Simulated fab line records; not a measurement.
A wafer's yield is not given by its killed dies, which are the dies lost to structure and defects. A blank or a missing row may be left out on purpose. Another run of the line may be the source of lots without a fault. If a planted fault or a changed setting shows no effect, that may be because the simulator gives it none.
Code-filled problem report in 8D (eight disciplines) form	flow sky130	the parts of the form that need people (team, actions taken, sign-off) are left out

== 1. WHAT WENT WRONG ==
Across 6 wafers from 2 lots, PASSIVATION_CVD_00_THK at SKY_PASSIVATION_THK_MEAS_01 averages 65.6 nm, while fault-free wafers read 89.8 nm with a standard deviation of 1.1. Measured from the usual mean, that is -22 standard deviations.
The first sign was on wafer L390.1 at day 44 16:19, on film metro-04. The record has a number at this step for 30 wafers belonging to 10 lots. By rule, "out" or "out of limits" means more than 4 standard deviations away from the usual mean. Any other wafer with a number is counted as sound.

== 2. WHAT THIS IS AND IS NOT ==
question	is	is not
which readings at this step	PASSIVATION_CVD_00_THK	-
which lots	L390, L395	L388, L396, L401, L404, L406, L407, L408, L409
which wafers of those lots	all that have a number	-
read on which gauges	film metro-01, film metro-04	film metro-02
when	from day 44 16:19	up to then (3 sound wafers); but 21 sound wafers of L396, L401, L404, L406, L407, L408, L409 came after

== 3. THE SUSPECTS, EACH WITH WHAT RULES IT OUT ==
Counting: any tool at a process step up to the reading is kept as a suspect provided that every lot that is out went through it and no sound lot did after the first of them.
- the gauge at SKY_PASSIVATION_THK_MEAS_01 is ruled out. Those wafers that are out were read across 2 gauges (film metro-01, film metro-04).
- pvd sputter-03 at SKY_METAL4_SPUTTER_01 (material TiN, target thk 20 nm, time 16.7 s): ruled out as a lasting fault. Following L390 (day 40 14:29), the first lot on it that is out, the sound lots L401, L407, L409 were run on it.
- pecvd-04 at SKY_PASSIVATION_CVD_00 (deposits SiO2, target thk 90 nm): ruled out as a lasting fault. Following L390 (day 44 16:17), the first lot on it that is out, the sound lots L407, L408, L409 were run on it.
Left after counting: nothing in the record.

== 4. THE CAUSE (what the simulator had put in) ==
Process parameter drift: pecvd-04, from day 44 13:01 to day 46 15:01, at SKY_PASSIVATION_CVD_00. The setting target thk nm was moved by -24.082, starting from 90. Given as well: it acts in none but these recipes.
It was ruled out by counting, in error; the rule expects a fault to strike all lots run on its tool from its start on, and this fault did not.

== 5. THE CHAIN OF EFFECTS, in route order ==
Rows list readings where the struck wafers' mean (over those with a number) sits beyond 3 standard deviations from the usual. Readings are gone through only where the record gives a usual standard deviation; hours: the median, over the lots, of the time from a lot's start at the first step in this table giving one to that lot's start at this step; sigmas: the change measured in usual standard deviations.
hours	step	reading	usual	on struck wafers	change	sigmas
0	SKY_PASSIVATION_THK_MEAS_01	PASSIVATION_CVD_00_THK	89.8 nm	65.6	-24.2	-22

== 6. HOW IT WOULD HAVE BEEN CAUGHT EARLIER ==
In this record the first reading out of limits at a measuring or inspecting step was taken at day 44 16:19, 3 hours after the fault began at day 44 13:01.
An alarm limit of 4 standard deviations would not have fired on the tool readings at SKY_PASSIVATION_CVD_00 for which the record gives a usual standard deviation, since none of them was out on any struck wafer.
